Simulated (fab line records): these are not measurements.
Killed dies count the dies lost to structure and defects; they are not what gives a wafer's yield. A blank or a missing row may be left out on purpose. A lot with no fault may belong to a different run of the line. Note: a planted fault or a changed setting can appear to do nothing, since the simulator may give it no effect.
A lot that was struck, set against a sound lot | flow sky130 | 15 out of 708 route steps
Sound: these wafers, L281.1, L281.4, L281.6. The struck wafers were L296.1, L296.4, L296.6. The cause is given at the end.
At each step with rows: each side's tool, then ch and its chambers, then its first start. Under that, the readings that differ: sound wafers | struck wafers | difference of the means | sigmas: that difference in standard deviations of wafers without a fault.
alike: same words and numbers on both sides, and readings whose means sit less than 2 such deviations apart. not compared: any withheld reading, any reading some wafer has no value for, any bound like >300 that may hide the same value, and any number with overlapping values for which the record gives no deviation.
Wherever a step has rows on one side only, a row that says differs or no value, or a row with sigmas, the two part there. Numbers that have no deviation but don't overlap get no sigmas and don't part them. Lack of a reading on every wafer of one side parts them only where that side has two or more wafers.

SKY_METAL2_STRIP_20: strips in O2/N2.
  sound on plasma asher-03 ch 0,1, day 35 13:04; struck on plasma asher-03 ch 0,1, day 40 02:40
  alike: drypump motor current A, oes product au, strip time to endpoint s
  not compared: rf hours counter h
then, 4 steps without rows for these wafers: SKY_METAL2_STRIP_21 (strips in post etch residue remover, time 1200 s); SKY_METAL2_CLEAN_22 (cleans in IPA, time 180 s); SKY_METAL2_CLEAN_23 (cleans in O3/DIW); SKY_VIA2_HDPCVD_00 (deposits SiO2, target thk 1180 nm, time 196.7 s).
SKY_VIA2_THK_MEAS_01:
  struck on film metro-03, day 40 03:26; sound on film metro-03, day 35 13:50
  alike: VIA2_HDPCVD_THK
SKY_VIA2_CMP_02: polishes SiO2.
  sound on cmp-01 ch 2,3, day 35 13:53; struck on cmp-02 ch 1,3, day 40 03:30
  alike: head pressure psi, motor current A
SKY_VIA2_BOW_MEAS_03:
  struck on film metro-01, day 40 03:48; sound on film metro-01, day 35 14:11
  alike: VIA2_BOW
then, 4 steps without rows for these wafers: SKY_VIA2_DEHYDRATE_04 (time 60 s); SKY_VIA2_HMDS_05 (prime time 60 s); SKY_VIA2_COAT_06 (resist thk 60 nm); SKY_VIA2_COAT_07 (resist thk 450 nm).
SKY_VIA2_SOFTBAKE_08: time 90 s.
  sound on litho track-02 ch 0, day 36 03:00; struck on litho track-04 ch 0, day 40 15:00
  reading                  | sound                | struck               | difference | sigmas
  heater power total W (W) | 57.41 57.38 57.32    | 58.08 58.35 58.18    | +0.83      | +7
  run length s (s)         | 119.23 119.22 119.37 | 115.29 115.17 115.31 | -4.02      | -22
then, 1 step without rows for these wafers: SKY_VIA2_EXPOSE_09 (exposes mask VIM2, target cd 200 nm).
-- the record jumps here: 9 days lie between the struck wafers' starts before and after (it left off in module VIA2 and takes up again in module PAD_OPEN, whose first step shown is number 708 of the route) --
SKY_PAD_OPEN_PROBE_99:
  only the struck wafers here have rows in the record (prober-01, day 49 10:59); the sound ones have none

WHERE THEY PART
First at SKY_VIA2_SOFTBAKE_08; last, within this record, at SKY_PAD_OPEN_PROBE_99.

WHY: what had been put in by the simulator
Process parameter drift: litho track-04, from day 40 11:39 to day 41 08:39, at SKY_VIA2_SOFTBAKE_08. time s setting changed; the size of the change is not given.
